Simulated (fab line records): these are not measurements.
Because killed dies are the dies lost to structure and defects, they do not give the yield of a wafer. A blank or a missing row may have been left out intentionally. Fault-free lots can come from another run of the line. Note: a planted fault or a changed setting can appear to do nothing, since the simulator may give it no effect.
Chamber matching / flow sfqLine / rieDiel-03 running SFQ_TRILAYER_I1_VIA_ETCH_VIA_ETCH_052: 4 sister chambers
The step etches SiO2 in CHF3, stops on Nb, target depth 260 nm. 18 wafers are shown with their chamber, then 8 later ones without.

## WAFERS, EACH WITH ITS CHAMBER
wafer=L783.1; chamber=0; oesProductAu (a.u.)=0.863
wafer=L783.2; chamber=1; oesProductAu (a.u.)=0.853
wafer=L783.6; chamber=1; oesProductAu (a.u.)=0.855
wafer=L785.3; chamber=0; oesProductAu (a.u.)=0.853
wafer=L785.4; chamber=1; oesProductAu (a.u.)=0.855
wafer=L785.5; chamber=0; oesProductAu (a.u.)=0.852
wafer=L787.1; chamber=2; oesProductAu (a.u.)=0.859
wafer=L787.4; chamber=1; oesProductAu (a.u.)=0.852
wafer=L787.6; chamber=1; oesProductAu (a.u.)=0.850
wafer=L790.2; chamber=2; oesProductAu (a.u.)=0.858
wafer=L790.3; chamber=1; oesProductAu (a.u.)=0.853
wafer=L790.4; chamber=3; oesProductAu (a.u.)=0.854
wafer=L792.1; chamber=1; oesProductAu (a.u.)=0.849
wafer=L792.2; chamber=2; oesProductAu (a.u.)=0.850
wafer=L796.3; chamber=2; oesProductAu (a.u.)=0.854
wafer=L796.5; chamber=2; oesProductAu (a.u.)=0.852
wafer=L796.6; chamber=3; oesProductAu (a.u.)=0.865
wafer=L802.2; chamber=3; oesProductAu (a.u.)=0.855

SIGNATURES (averages over the wafers above)
reading=oesProductAu; chamber 0=0.85600; chamber 1=0.85243; chamber 2=0.85460; chamber 3=0.85800; scatter within a chamber=0.00413
Rule: a wafer lies at a distance from a chamber equal to the root of the sum of squares, over the readings, of (its reading less the chamber's mean, divided by the reading's scatter). If the next closest chamber is less than 2 further off than the closest, the wafer can't be placed; otherwise it belongs to the closest. How the scatter is found: for the shown wafers, subtract from each reading the mean of its chamber, square and add these, divide the total by (wafers less chambers), then take the root.

## WAFERS WITHOUT THEIR CHAMBER
wafer=L802.5; oesProductAu (a.u.)=0.856
wafer=L802.6; oesProductAu (a.u.)=0.872
wafer=L803.2; oesProductAu (a.u.)=0.858
wafer=L803.3; oesProductAu (a.u.)=0.852
wafer=L803.5; oesProductAu (a.u.)=0.856
wafer=L806.1; oesProductAu (a.u.)=0.853
wafer=L806.2; oesProductAu (a.u.)=0.852
wafer=L806.4; oesProductAu (a.u.)=0.852

## CHAMBER TAKEN BY EACH
wafer=L802.5; from the rows above=can't be placed: 0 or 2 or 3 or 1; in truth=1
wafer=L802.6; from the rows above=can't be placed: 3 or 0 or 2 or 1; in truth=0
wafer=L803.2; from the rows above=can't be placed: 3 or 0 or 2 or 1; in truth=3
wafer=L803.3; from the rows above=can't be placed: 1 or 2 or 0 or 3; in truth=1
wafer=L803.5; from the rows above=can't be placed: 0 or 2 or 3 or 1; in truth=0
wafer=L806.1; from the rows above=can't be placed: 1 or 2 or 0 or 3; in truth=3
wafer=L806.2; from the rows above=can't be placed: 1 or 2 or 0 or 3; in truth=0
wafer=L806.4; from the rows above=can't be placed: 1 or 2 or 0 or 3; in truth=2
Correctly placed: 0 of 8. Cannot be placed on the basis of these rows: 8; the candidates contain the true chamber in 8. Number placed wrongly: 0.
